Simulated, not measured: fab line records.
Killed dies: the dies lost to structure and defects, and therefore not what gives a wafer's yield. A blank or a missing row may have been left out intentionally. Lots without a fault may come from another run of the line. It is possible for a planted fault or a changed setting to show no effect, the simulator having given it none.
fab line records | flow gf180mcu | part 1 of 2: steps 1 to 25 of 34
record: lots: 5 wafers: 15 lastDay: 34
route steps=602 shown PSD@253 NSD@262 SAB@264 SALICIDE@278
lots that met no fault: from a run of the same line without faults
startH: hours from the record's first day to the start of the lot's first wafer shown | waitH: hours elapsed since this lot's preceding step | " repeats the value in the row above | L1.1+2: a row that stands for several wafers | - either no value or no given start | * or withheld: withheld | < > ~ a bound
route shown NAME@n: names a module that has steps shown in the file, with the first one's number in the route | usual: mean/standard deviation taken from wafers without a fault | same: alike in all rows | chamber/n: place in a boat | sites: per-site readings | _std_site: the values' standard deviation | _edge_site: mean of outer sites minus mean of inner sites | radiusMm: how far each site lies from the wafer's centre | mask NAME#n: copy n | behind: the most recent tool/chamber to have shaped the wafer | hold: what put the lot on hold/how long, in hours/how the hold closed | device: names the non-switching transistor (n, p or np) | end of line: the same wafers' tests at the end of the route | where a step has no rows: the recipe by itself | killed: not the wafer's yield, but the dies lost to structure and defects at the first sort | map: dies across one wafer; x = killed, . = not, _ = none there
set.NAME: the setting as run; set.NAME@STEP: as run at that earlier step | model.NAME: the simulator's own value behind a step, which no gauge read
a table for each step, a row for each wafer; lots at some steps of the route
services: the hour from which a tool's chamber was out of use, counted from the record's first day as startH (under 0 if before that day), plus the number of hours and why
== steps ==
step: GF_PSD_PEB_05
recipe: tempC: withheld timeS: * resist: NOVOLAK
usual: resistLineTempC: *
same: timeS: *
columns lot.wafer tool chamber startH waitH resistLineTempC
L074.1 lithoTrack-02 0 - - *
L074.2 " 0 " " *
L074.6 " 0 " " *
L075.1 lithoTrack-01 0 - - *
L075.2 " 0 " " *
L075.5 " 0 " " *
L079.2 lithoTrack-01 0 - - *
L079.5 " 0 " " *
L079.6 " 0 " " *
L083.2 lithoTrack-02 0 - - *
L083.3 " 0 " " *
L083.4 " 0 " " *
L095.2 lithoTrack-02 0 - - *
L095.3 " 0 " " *
L095.5 " 0 " " *
step: GF_PSD_DEVELOP_06
recipe: developTimeS: 60 devTempC: 23
usual: developerTempC: 23.00/0.11 resistLineTempC: 23.01/0.11
columns lot.wafer tool chamber startH waitH developerTempC resistLineTempC
L074.1 lithoTrack-02 0 318.23 0.1 23.06 22.91
L074.2 " 0 " " 23.00 22.86
L074.6 " 0 " " 23.03 22.93
L075.1 lithoTrack-01 0 326.59 0.1 23.08 23.03
L075.2 " 0 " " 23.01 23.10
L075.5 " 0 " " 22.90 23.11
L079.2 lithoTrack-01 0 364.71 0.1 23.06 23.17
L079.5 " 0 " " 23.02 23.09
L079.6 " 0 " " 23.10 23.19
L083.2 lithoTrack-02 0 393.96 0.1 23.20 22.98
L083.3 " 0 " " 23.07 22.83
L083.4 " 0 " " 23.00 22.99
L095.2 lithoTrack-02 0 494.16 0.1 23.12 23.03
L095.3 " 0 " " 23.02 23.07
L095.5 " 0 " " 23.00 23.17
step: GF_PSD_CD_MEAS_07
recipe: targetCdNm: 400
usual: cdNm: 400.2/2.5
columns lot.wafer tool chamber startH waitH cdNm
L074.1 cdSem-02 - 318.38 0.1 402.3
L074.2 " - " " 400.3
L074.6 " - " " 402.2
L075.1 cdSem-02 - 326.74 0.1 401.8
L075.2 " - " " 400.8
L075.5 " - " " 402.9
L079.2 cdSem-02 - 364.86 0.1 402.1
L079.5 " - " " 400.5
L079.6 " - " " 401.5
L083.2 cdSem-01 - 394.10 0.1 397.5
L083.3 " - " " 398.1
L083.4 " - " " 397.7
L095.2 cdSem-02 - 494.30 0.1 399.1
L095.3 " - " " 401.0
L095.5 " - " " 402.6
step: GF_PSD_OVL_MEAS_08
usual: PSD_OVL: -0.1/1.7
columns lot.wafer tool chamber startH waitH PSD_OVL[nm]
L074.1 overlay-01 - 318.50 0.1 -2.0
L074.2 " - " " -0.7
L074.6 " - " " -2.4
L075.1 overlay-02 - 326.86 0.1 1.4
L075.2 " - " " 0.9
L075.5 " - " " 0.5
L079.2 overlay-01 - 364.96 0.1 1.6
L079.5 " - " " -0.8
L079.6 " - " " -1.1
L083.2 overlay-02 - 394.21 0.1 1.8
L083.3 " - " " 0.7
L083.4 " - " " 1.7
L095.2 overlay-01 - 494.41 0.1 -2.8
L095.3 " - " " -2.1
L095.5 " - " " -3.6
step: GF_PSD_IMPLANT_09
recipe: species: BF2 energyKev: 40 doseCm2: 1.5e+15 tiltDeg: 7
usual: doseIonsCm2: 1.5001e+15/1.7e+12 tiltDeg: 7.002/0.02
columns lot.wafer tool chamber startH waitH doseIonsCm2 tiltDeg
L074.1 implanter-01 0 318.54 0.0 1.5031e+15 7.011
L074.2 " 0 " " 1.504e+15 6.996
L074.6 " 0 " " 1.5006e+15 6.990
L075.1 implanter-03 0 326.90 0.0 1.4969e+15 6.980
L075.2 " 0 " " 1.4997e+15 7.015
L075.5 " 0 " " 1.5002e+15 7.002
L079.2 implanter-04 0 365.02 0.0 1.5024e+15 7.020
L079.5 " 0 " " 1.4992e+15 7.012
L079.6 " 0 " " 1.5007e+15 6.996
L083.2 implanter-03 0 394.26 0.0 1.4985e+15 6.996
L083.3 " 0 " " 1.4974e+15 6.979
L083.4 " 0 " " 1.5012e+15 6.987
L095.2 implanter-04 0 494.46 0.0 1.4983e+15 7.014
L095.3 " 0 " " 1.498e+15 7.009
L095.5 " 0 " " 1.4972e+15 6.988
step: GF_PSD_STRIP_10
recipe: chemistry: O2/N2 powerW: 1400 pressureMtorr: 1500 platenTempC: 250 o2FlowSccm: 3000 n2FlowSccm: 300 overashFraction: 0.5
usual: drypumpMotorCurrentA: 5.8/0.36 heaterPowerW: 358/29 oesProductAu: 0.591/0.0046 stripTimeToEndpointS: 16.51/0.034
columns lot.wafer tool chamber startH waitH drypumpMotorCurrentA heaterPowerW oesProductAu rfHoursCounterH stripTimeToEndpointS
L074.1 plasmaAsher-04 1 318.69 0.1 5.8 362 0.589 67 16.53
L074.2 " 0 " " 4.9 342 0.587 67 16.50
L074.6 " 1 " " 5.8 375 0.595 - 16.55
L075.1 plasmaAsher-03 1 327.05 0.1 6.0 403 0.592 22 16.54
L075.2 " 0 " " 6.2 339 0.592 22 16.57
L075.5 " 0 " " 6.1 341 0.593 - 16.52
L079.2 plasmaAsher-02 1 365.14 0.1 5.6 334 0.592 54 16.49
L079.5 " 0 " " 5.9 367 0.584 - 16.51
L079.6 " 1 " " 5.6 337 0.595 - 16.46
L083.2 plasmaAsher-03 0 394.39 0.1 6.2 339 0.584 29 16.44
L083.3 " 1 " " 5.9 406 0.597 - 16.45
L083.4 " 0 " " 6.1 341 0.595 - 16.46
L095.2 plasmaAsher-04 0 494.59 0.1 4.9 337 0.590 6 16.49
L095.3 " 1 " " 5.8 387 0.587 - 16.57
L095.5 " 0 " " 4.9 330 0.599 - 16.50
step: GF_PSD_TW_MEAS_11
usual: PSD_TW: 3178/37
columns lot.wafer tool chamber startH waitH PSD_TW
L074.1 filmMetro-03 - 318.79 0.1 3135
L074.2 " - " " 3134
L074.6 " - " " 3147
L075.1 filmMetro-04 - 327.15 0.1 3229
L075.2 " - " " 3232
L075.5 " - " " 3224
L079.2 filmMetro-03 - 365.25 0.1 3127
L079.5 " - " " 3126
L079.6 " - " " 3124
L083.2 filmMetro-01 - 394.50 0.1 3169
L083.3 " - " " 3163
L083.4 " - " " 3186
L095.2 filmMetro-03 - 494.70 0.1 3119
L095.3 " - " " 3106
L095.5 " - " " 3121
step: GF_PSD_CLEAN_12
recipe: chemistry: SC1/SC2 mix: 1:4:20 tempC: 70 timeS: 150 dry: n2Spin
usual: tempC: 70.02/0.1
same: timeS: 150
columns lot.wafer tool chamber startH waitH tempC
L074.1 wetBench-04 2 318.85 0.1 69.94
L074.2 " 2 " " 69.80
L074.6 " 2 " " 69.96
L075.1 wetBench-03 2 327.21 0.1 70.05
L075.2 " 2 " " 70.03
L075.5 " 2 " " 69.92
L079.2 wetBench-03 1 365.30 0.0 70.01
L079.5 " 1 " " 69.97
L079.6 " 1 " " 69.83
L083.2 wetBench-04 3 394.57 0.1 70.09
L083.3 " 3 " " 70.01
L083.4 " 3 " " 70.06
L095.2 wetBench-01 0 494.75 0.0 69.93
L095.3 " 0 " " 69.91
L095.5 " 0 " " 70.10
step: GF_PSD_RTA_13
recipe: tempC: 1025 timeS: 20 ambient: N2
usual: lampPowerPct: 37.5/1 wafer_temp_C_max: 1030.6/1.2
same: timeS: 20
columns lot.wafer tool chamber startH waitH lampPowerPct wafer_temp_C_max
L074.1 rtpAnneal-01 0 318.90 0.0 38.6 1031.1
L074.2 " 0 " " 38.6 1033.5
L074.6 " 0 " " 38.6 1031.4
L075.1 rtpAnneal-01 0 327.26 0.0 38.6 1030.5
L075.2 " 0 " " 38.6 1032.7
L075.5 " 0 " " 38.5 1032.3
L079.2 rtpAnneal-01 0 365.37 0.0 38.5 1029.4
L079.5 " 0 " " 38.5 1033.3
L079.6 " 0 " " 38.6 1030.4
L083.2 rtpAnneal-01 0 394.63 0.0 38.5 1030.5
L083.3 " 0 " " 38.5 1030.3
L083.4 " 0 " " 38.6 1029.9
L095.2 rtpAnneal-02 0 494.81 0.0 36.5 1031.7
L095.3 " 0 " " 36.5 1034.7
L095.5 " 0 " " 36.4 1031.0
step: GF_PSD_RS_MEAS_14
recipe: thkMeasGauge: four-point-probe
usual: NSD_RS: 46.22/0.086
columns lot.wafer tool chamber startH waitH NSD_RS[ohm/sq]
L074.1 filmMetro-04 - 318.98 0.1 46.07
L074.2 " - " " 46.28
L074.6 " - " " 46.16
L075.1 filmMetro-03 - 327.34 0.1 46.32
L075.2 " - " " 46.40
L075.5 " - " " 46.21
L079.2 filmMetro-03 - 365.46 0.1 46.11
L079.5 " - " " 46.17
L079.6 " - " " 46.23
L083.2 filmMetro-01 - 394.72 0.1 46.15
L083.3 " - " " 46.18
L083.4 " - " " 46.32
L095.2 filmMetro-01 - 494.90 0.1 46.18
L095.3 " - " " 46.20
L095.5 " - " " 46.26
step: GF_PSD_RS_MEAS_15
recipe: thkMeasGauge: four-point-probe
usual: PSD_RS: 108.81/0.26
columns lot.wafer tool chamber startH waitH PSD_RS[ohm/sq]
L074.1 filmMetro-04 - 319.10 0.1 108.47
L074.2 " - " " 108.88
L074.6 " - " " 108.45
L075.1 filmMetro-03 - 327.46 0.1 109.19
L075.2 " - " " 109.21
L075.5 " - " " 108.71
L079.2 filmMetro-03 - 365.58 0.1 109.03
L079.5 " - " " 108.94
L079.6 " - " " 109.10
L083.2 filmMetro-01 - 394.84 0.1 109.15
L083.3 " - " " 108.93
L083.4 " - " " 109.17
L095.2 filmMetro-01 - 495.02 0.1 108.79
L095.3 " - " " 108.55
L095.5 " - " " 108.80
step: GF_SAB_CVD_00
recipe: material: SiO2 targetThkNm: 50 precursor: TEOS tempC: 400 timeS: 4.9302 rfW: 600
usual: heaterPowerW: 610/83
same: timeS: 4.9302
columns lot.wafer tool chamber startH waitH heaterPowerW
L074.1 pecvd-03 2 319.22 0.1 531
L074.2 " 1 " " 585
L074.6 " 1 " " 596
L075.1 pecvd-01 2 327.58 0.1 543
L075.2 " 1 " " 561
L075.5 " 0 " " 612
L079.2 pecvd-02 2 365.68 0.1 771
L079.5 " 2 " " 776
L079.6 " 0 " " 669
L083.2 pecvd-02 1 394.94 0.1 678
L083.3 " 2 " " 700
L083.4 " 0 " " 716
L095.2 pecvd-03 2 495.12 0.1 575
L095.3 " 0 " " 632
L095.5 " 0 " " 632
step: GF_SAB_THK_MEAS_01
recipe: reads: SiO2_of_SAB_CVD_00
usual: SAB_CVD_00_THK: 50.1/0.63
columns lot.wafer tool chamber startH waitH SAB_CVD_00_THK[nm]
L074.1 filmMetro-02 - 319.24 0.0 50.3
L074.2 " - " " 49.5
L074.6 " - " " 49.2
L075.1 filmMetro-02 - 327.65 0.1 49.8
L075.2 " - " " 50.0
L075.5 " - " " 51.2
L079.2 filmMetro-04 - 365.71 0.0 49.9
L079.5 " - " " 51.2
L079.6 " - " " 50.4
L083.2 filmMetro-02 - 394.97 0.0 49.3
L083.3 " - " " 49.9
L083.4 " - " " 50.7
L095.2 filmMetro-02 - 495.15 0.0 49.5
L095.3 " - " " 50.0
L095.5 " - " " 50.8
step: GF_SAB_DEHYDRATE_02
recipe: tempC: 200 timeS: 60
usual: resistLineTempC: 22.96/0.11
same: timeS: 60
columns lot.wafer tool chamber startH waitH resistLineTempC
L074.1 lithoTrack-04 0 328.51 9.3 22.96
L074.2 " 0 " " 23.00
L074.6 " 0 " " 23.18
L075.1 lithoTrack-03 0 337.68 10.0 22.85
L075.2 " 0 " " 22.96
L075.5 " 0 " " 22.98
L079.2 lithoTrack-04 0 376.33 10.6 22.75
L079.5 " 0 " " 22.76
L079.6 " 0 " " 22.75
L083.2 lithoTrack-01 0 405.41 10.4 23.09
L083.3 " 0 " " 23.12
L083.4 " 0 " " 22.95
L095.2 lithoTrack-03 0 506.35 11.2 22.99
L095.3 " 0 " " 23.11
L095.5 " 0 " " 23.13
step: GF_SAB_HMDS_03
recipe: primeTimeS: 60 primeTempC: 120
usual: primeTempC: 119.98/0.16 resistLineTempC: 23.03/0.11
columns lot.wafer tool chamber startH waitH primeTempC resistLineTempC
L074.1 lithoTrack-04 0 328.66 0.1 119.82 22.96
L074.2 " 0 " " 119.65 23.16
L074.6 " 0 " " 119.97 23.18
L075.1 lithoTrack-03 0 337.83 0.1 119.72 23.08
L075.2 " 0 " " 119.92 22.92
L075.5 " 0 " " 119.99 23.09
L079.2 lithoTrack-04 0 376.48 0.1 119.87 23.02
L079.5 " 0 " " 119.91 22.92
L079.6 " 0 " " 119.76 22.69
L083.2 lithoTrack-01 0 405.56 0.1 120.02 23.00
L083.3 " 0 " " 119.78 23.13
L083.4 " 0 " " 119.78 23.19
L095.2 lithoTrack-03 0 506.50 0.1 119.93 23.15
L095.3 " 0 " " 120.12 23.12
L095.5 " 0 " " 119.97 23.15
step: GF_SAB_COAT_04
recipe: resist: NOVOLAK spinRpm: 3000 resistThkNm: 1000
usual: resistLineTempC: 22.98/0.098
columns lot.wafer tool chamber startH waitH resistLineTempC
L074.1 lithoTrack-04 0 328.81 0.1 22.92
L074.2 " 0 " " 22.92
L074.6 " 0 " " 22.91
L075.1 lithoTrack-03 0 337.98 0.1 23.07
L075.2 " 0 " " 23.08
L075.5 " 0 " " 22.99
L079.2 lithoTrack-04 0 376.63 0.1 22.91
L079.5 " 0 " " 22.82
L079.6 " 0 " " 23.03
L083.2 lithoTrack-01 0 405.71 0.1 22.87
L083.3 " 0 " " 22.99
L083.4 " 0 " " 22.93
L095.2 lithoTrack-03 0 506.65 0.1 23.07
L095.3 " 0 " " 22.90
L095.5 " 0 " " 23.00
step: GF_SAB_SOFTBAKE_05
recipe: tempC: 90 timeS: 60 resist: NOVOLAK
usual: resistLineTempC: 22.99/0.11
same: timeS: 60
columns lot.wafer tool chamber startH waitH resistLineTempC
L074.1 lithoTrack-04 0 328.96 0.1 23.14
L074.2 " 0 " " 23.02
L074.6 " 0 " " 23.28
L075.1 lithoTrack-03 0 338.13 0.1 22.89
L075.2 " 0 " " 23.10
L075.5 " 0 " " 22.98
L079.2 lithoTrack-04 0 376.78 0.1 23.10
L079.5 " 0 " " 22.82
L079.6 " 0 " " 22.90
L083.2 lithoTrack-01 0 405.86 0.1 23.08
L083.3 " 0 " " 23.25
L083.4 " 0 " " 23.16
L095.2 lithoTrack-03 0 506.80 0.1 23.15
L095.3 " 0 " " 22.91
L095.5 " 0 " " 22.86
step: GF_SAB_EXPOSE_06
recipe: maskId: SAB targetCdNm: 420 na: 0.6 sourceShape: conventional sigmaOuter: 0.6 doseMj: 140
columns lot.wafer tool chamber startH waitH mask
L074.1+2+6 ilineStepper-02 0 - - SAB#0
L075.1+2+5 ilineStepper-01 0 - - SAB#0
L079.2+5+6 ilineStepper-01 0 - - SAB#0
L083.2+3+4 ilineStepper-01 0 - - SAB#0
L095.2+3+5 ilineStepper-01 0 - - SAB#0
step: GF_SAB_PEB_07
recipe: tempC: withheld timeS: * resist: NOVOLAK
usual: resistLineTempC: *
same: timeS: *
columns lot.wafer tool chamber startH waitH resistLineTempC
L074.1 lithoTrack-03 0 - - *
L074.2 " 0 " " *
L074.6 " 0 " " *
L075.1 lithoTrack-04 0 - - *
L075.2 " 0 " " *
L075.5 " 0 " " *
L079.2 lithoTrack-01 0 - - *
L079.5 " 0 " " *
L079.6 " 0 " " *
L083.2 lithoTrack-04 0 - - *
L083.3 " 0 " " *
L083.4 " 0 " " *
L095.2 lithoTrack-01 0 - - *
L095.3 " 0 " " *
L095.5 " 0 " " *
step: GF_SAB_DEVELOP_08
recipe: developTimeS: 60 devTempC: 23
usual: developerTempC: 23.01/0.11 resistLineTempC: 23.01/0.1
columns lot.wafer tool chamber startH waitH developerTempC resistLineTempC
L074.1 lithoTrack-03 0 339.78 0.1 22.81 23.05
L074.2 " 0 " " 22.93 22.94
L074.6 " 0 " " 22.91 23.12
L075.1 lithoTrack-04 0 348.51 0.1 23.03 23.08
L075.2 " 0 " " 22.99 23.15
L075.5 " 0 " " 23.18 22.93
L079.2 lithoTrack-01 0 387.66 0.1 22.96 22.88
L079.5 " 0 " " 23.06 22.84
L079.6 " 0 " " 22.92 22.91
L083.2 lithoTrack-04 0 417.68 0.1 22.83 22.95
L083.3 " 0 " " 22.93 23.09
L083.4 " 0 " " 22.90 23.03
L095.2 lithoTrack-01 0 518.36 0.1 22.96 22.87
L095.3 " 0 " " 23.10 22.92
L095.5 " 0 " " 23.02 22.87
step: GF_SAB_CD_MEAS_09
recipe: targetCdNm: 420
usual: cdNm: 420.0/2.7
columns lot.wafer tool chamber startH waitH cdNm
L074.1 cdSem-01 - 339.93 0.1 420.7
L074.2 " - " " 419.3
L074.6 " - " " 421.3
L075.1 cdSem-01 - 348.66 0.1 416.6
L075.2 " - " " 419.9
L075.5 " - " " 416.5
L079.2 cdSem-01 - 387.81 0.1 418.9
L079.5 " - " " 422.2
L079.6 " - " " 421.2
L083.2 cdSem-01 - 417.82 0.1 423.6
L083.3 " - " " 420.7
L083.4 " - " " 420.0
L095.2 cdSem-01 - 518.51 0.1 421.5
L095.3 " - " " 421.5
L095.5 " - " " 422.6
step: GF_SAB_OVL_MEAS_10
usual: SAB_OVL: -0.5/1.4
columns lot.wafer tool chamber startH waitH SAB_OVL[nm]
L074.1 overlay-01 - 340.05 0.1 1.3
L074.2 " - " " -0.1
L074.6 " - " " -0.4
L075.1 overlay-02 - 348.78 0.1 -0.5
L075.2 " - " " 0.1
L075.5 " - " " 1.2
L079.2 overlay-01 - 387.91 0.1 -0.9
L079.5 " - " " -0.2
L079.6 " - " " 0.2
L083.2 overlay-02 - 417.93 0.1 -0.9
L083.3 " - " " -1.0
L083.4 " - " " -0.9
L095.2 overlay-01 - 518.61 0.1 0.4
L095.3 " - " " 1.8
L095.5 " - " " 0.3
step: GF_SAB_ETCH_11
recipe: chemistry: C4F8/O2/Ar maskMaterial: NOVOLAK target: SiO2 targetDepthNm: 55 sourceW: 1500 biasW: 1200 pressureMtorr: 40 c4f8FlowSccm: withheld O2_flow_sccm: 6 Ar_flow_sccm: 300 timeS: 8.5
usual: oesProductAu: 1.001/0.0091
same: timeS: 8.5
columns lot.wafer tool chamber startH waitH oesProductAu rfHoursCounterH
L074.1 rieDiel-04 2 340.08 0.0 1.013 24
L074.2 " 0 " " 1.012 16
L074.6 " 2 " " 1.006 -
L075.1 rieDiel-04 3 348.81 0.0 1.001 82
L075.2 " 2 " " 1.005 24
L075.5 " 0 " " 1.003 -
L079.2 rieDiel-02 2 387.94 0.0 1.008 82
L079.5 " 3 " " 1.003 -
L079.6 " 0 " " 1.006 -
L083.2 rieDiel-04 3 417.96 0.0 0.993 84
L083.3 " 2 " " 0.997 26
L083.4 " 1 " " 0.987 -
L095.2 rieDiel-01 2 518.64 0.0 0.999 28
L095.3 " 1 " " 1.002 23
L095.5 " 3 " " 1.009 -
step: GF_SAB_WET_ETCH_12
recipe: chemistry: dHF targetDepthNm: 22 dry: n2Spin target: SiO2 tempC: 25 dilution: 100:1 timeS: 440
usual: tempC: 25.00/0.11
same: timeS: 440
columns lot.wafer tool chamber startH waitH tempC
L074.1 wetBench-04 2 340.11 0.0 24.94
L074.2 " 2 " " 24.97
L074.6 " 2 " " 25.00
L075.1 wetBench-02 2 348.83 0.0 24.87
L075.2 " 2 " " 25.02
L075.5 " 2 " " 24.97
L079.2 wetBench-01 2 387.97 0.0 24.78
L079.5 " 2 " " 24.84
L079.6 " 2 " " 24.85
L083.2 wetBench-01 2 417.98 0.0 24.89
L083.3 " 2 " " 24.94
L083.4 " 2 " " 24.89
L095.2 wetBench-04 3 518.66 0.0 24.88
L095.3 " 3 " " 24.77
L095.5 " 3 " " 24.94
step: GF_SAB_STRIP_13
recipe: chemistry: O2/N2 powerW: 1400 pressureMtorr: 1500 platenTempC: 250 o2FlowSccm: 3000 n2FlowSccm: 300 overashFraction: 0.5
usual: drypumpMotorCurrentA: 5.6/0.33 heaterPowerW: 351/28 oesProductAu: 0.710/0.0045 stripTimeToEndpointS: 12.60/0.035
columns lot.wafer tool chamber startH waitH drypumpMotorCurrentA heaterPowerW oesProductAu rfHoursCounterH stripTimeToEndpointS
L074.1 plasmaAsher-01 0 340.24 0.0 5.8 313 0.708 72 12.59
L074.2 " 1 " " 5.6 385 0.708 72 12.62
L074.6 " 1 " " 5.6 387 0.704 - 12.58
L075.1 plasmaAsher-01 1 348.96 0.0 5.6 392 0.713 73 12.61
L075.2 " 0 " " 5.8 318 0.717 73 12.61
L075.5 " 1 " " 5.6 387 0.711 - 12.61
L079.2 plasmaAsher-02 0 388.10 0.0 5.9 365 0.702 57 12.61
L079.5 " 0 " " 6.0 359 0.713 - 12.60
L079.6 " 1 " " 5.6 329 0.706 - 12.60
L083.2 plasmaAsher-01 1 418.12 0.0 5.6 384 0.712 81 12.63
L083.3 " 1 " " 5.6 389 0.708 - 12.62
L083.4 " 0 " " 5.8 312 0.699 - 12.64
L095.2 plasmaAsher-02 0 518.79 0.0 6.0 368 0.706 69 12.60
L095.3 " 1 " " 5.6 325 0.706 - 12.59
L095.5 " 1 " " 5.6 328 0.713 - 12.59
